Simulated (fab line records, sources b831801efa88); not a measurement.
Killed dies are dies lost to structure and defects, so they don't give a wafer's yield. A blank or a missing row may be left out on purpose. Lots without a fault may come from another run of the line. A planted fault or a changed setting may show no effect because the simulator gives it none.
Which tool did it? | flow sfq_line | 6 lots, 18 wafers sampled, at 2 steps of a route of 325

WHAT THE GAUGES READ, wafer by wafer
SFQ_M4_RS_MEAS_924: measures by four-point-probe.
lot  | measured     | on            | M4_NB_RS (ohm/sq)
L958 | day 41 11:26 | film_metro-02 | 0.874 0.883 1.032
L967 | day 44 19:34 | film_metro-02 | 0.862 0.869 0.868
L970 | day 45 00:22 | film_metro-03 | 0.902 0.867 0.881
L973 | day 45 05:14 | film_metro-02 | 0.869 0.863 0.868
L975 | day 51 05:33 | film_metro-01 | 0.874 0.884 0.879
L977 | day 51 13:43 | film_metro-01 | 0.871 0.872 0.881

WHICH TOOL RAN EACH LOT (tool, then ch and the chambers of the sampled wafers, then the start)
lot  | SFQ_TRILAYER_M4_DEP_SPUTTER_091
L958 | pvd_sputter-06, day 41 11:20
L967 | pvd_sputter-05, day 44 19:27
L970 | pvd_sputter-06, day 45 00:15
L973 | pvd_sputter-06, day 45 05:09
L975 | pvd_sputter-04, day 51 05:28
L977 | pvd_sputter-06, day 51 13:36
- SFQ_TRILAYER_M4_DEP_SPUTTER_091: material Nb, target thk 200 nm, time 133.3 s.

THE ANSWER, worked out from the rows above alone
Rule: what is usual is taken from the lots themselves. Put in order of their means at a reading, lots are off if they are a third of the lots or fewer, leave a main group of 4 or more, and stand apart from it by a gap of 3 or more times the standard deviation of the main group's means; of several such gaps the widest counts. A main group whose means are all the same, to the digits that the tables above print for the reading, isn't used. A lot without any number at a reading at which 4 lots or more have one is off too. The other lots that the step has rows for count as sound.
Off: L958, at SFQ_M4_RS_MEAS_924 (M4_NB_RS). The main group: mean 0.874 ohm/sq, standard deviation 0.0067.
A tool fits if, at a process step before that reading, it ran every lot that is off, and no sound lot after the first of them. The gauges at SFQ_M4_RS_MEAS_924 are tried like those tools. None of those tried fits.

WHAT THE SIMULATOR HAD PUT IN
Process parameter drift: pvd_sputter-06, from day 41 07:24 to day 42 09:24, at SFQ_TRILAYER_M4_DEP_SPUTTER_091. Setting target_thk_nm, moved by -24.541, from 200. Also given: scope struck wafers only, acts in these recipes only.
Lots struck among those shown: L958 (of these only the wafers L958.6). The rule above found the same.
